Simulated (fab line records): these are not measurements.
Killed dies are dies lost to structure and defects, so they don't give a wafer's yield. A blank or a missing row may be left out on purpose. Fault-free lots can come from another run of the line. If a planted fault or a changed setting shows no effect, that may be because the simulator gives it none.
The tool behind it: which one? | flow sky130 | 7 lots with 21 wafers sampled at 3 steps, on a route of 708 steps

== WHAT EACH GAUGE READ, for each wafer ==
SKY_METAL1_RS_MEAS_05: a four-point-probe measurement.
lot  | measured     | on            | METAL1_ALCU_RS (ohm/sq)
L478 | day 31 21:47 | film metro-03 | 0.1256 0.1253 0.1246
L480 | day 32 15:49 | film metro-04 | 0.1262 0.1280 0.1261
L482 | day 33 04:44 | film metro-04 | 0.1255 0.1266 0.1273
L491 | day 36 00:53 | film metro-02 | 0.1268 0.1276 0.1271
L495 | day 37 06:27 | film metro-04 | 0.1255 0.1252 0.1258
L498 | day 38 03:22 | film metro-03 | 0.1284 0.1285 0.1280
L500 | day 38 15:14 | film metro-04 | 0.1265 0.1264 0.1273

== WHICH TOOL RAN EACH LOT (tool, then ch and the chambers of the sampled wafers, then the start) ==
lot  | SKY_CONTACT_CVD_00              | SKY_CONTACT_SPUTTER_23
L478 | pecvd-01 ch 1,2, day 30 16:05   | pvd sputter-01, day 31 20:59
L480 | pecvd-04 ch 0,1, day 31 10:59   | pvd sputter-04, day 32 15:02
L482 | pecvd-03 ch 0,1,2, day 31 22:52 | pvd sputter-01, day 33 03:54
L491 | pecvd-01 ch 0,1,2, day 34 20:44 | pvd sputter-04, day 36 00:02
L495 | pecvd-04 ch 0,2, day 36 02:22   | pvd sputter-01, day 37 05:40
L498 | pecvd-04 ch 0,2, day 36 23:32   | pvd sputter-01, day 38 02:35
L500 | pecvd-03 ch 0,1,2, day 37 11:41 | pvd sputter-01, day 38 14:26
- SKY_CONTACT_CVD_00: deposits Si3N4, target thk 75 nm.
- SKY_CONTACT_SPUTTER_23: material TiN, target thk 20 nm, time 80 s.

== THE ANSWER, worked out from the rows above alone ==
Rule: usual is defined by the lots themselves. The widest of any qualifying gaps counts: lots, ordered by their means at a reading, are off when they make up no more than a third of the lots, leave a main group of 4 or more, and stand apart from it by 3 or more times the standard deviation of that group's means. Not used: any main group whose means are identical at the precision the tables above print for the reading. Also off: a lot with no number at a reading for which 4 or more lots have one. All remaining lots with rows at the step are treated as sound.
Nothing can be told from this: no lot is off at any reading shown.

== WHAT THE SIMULATOR PUT IN ==
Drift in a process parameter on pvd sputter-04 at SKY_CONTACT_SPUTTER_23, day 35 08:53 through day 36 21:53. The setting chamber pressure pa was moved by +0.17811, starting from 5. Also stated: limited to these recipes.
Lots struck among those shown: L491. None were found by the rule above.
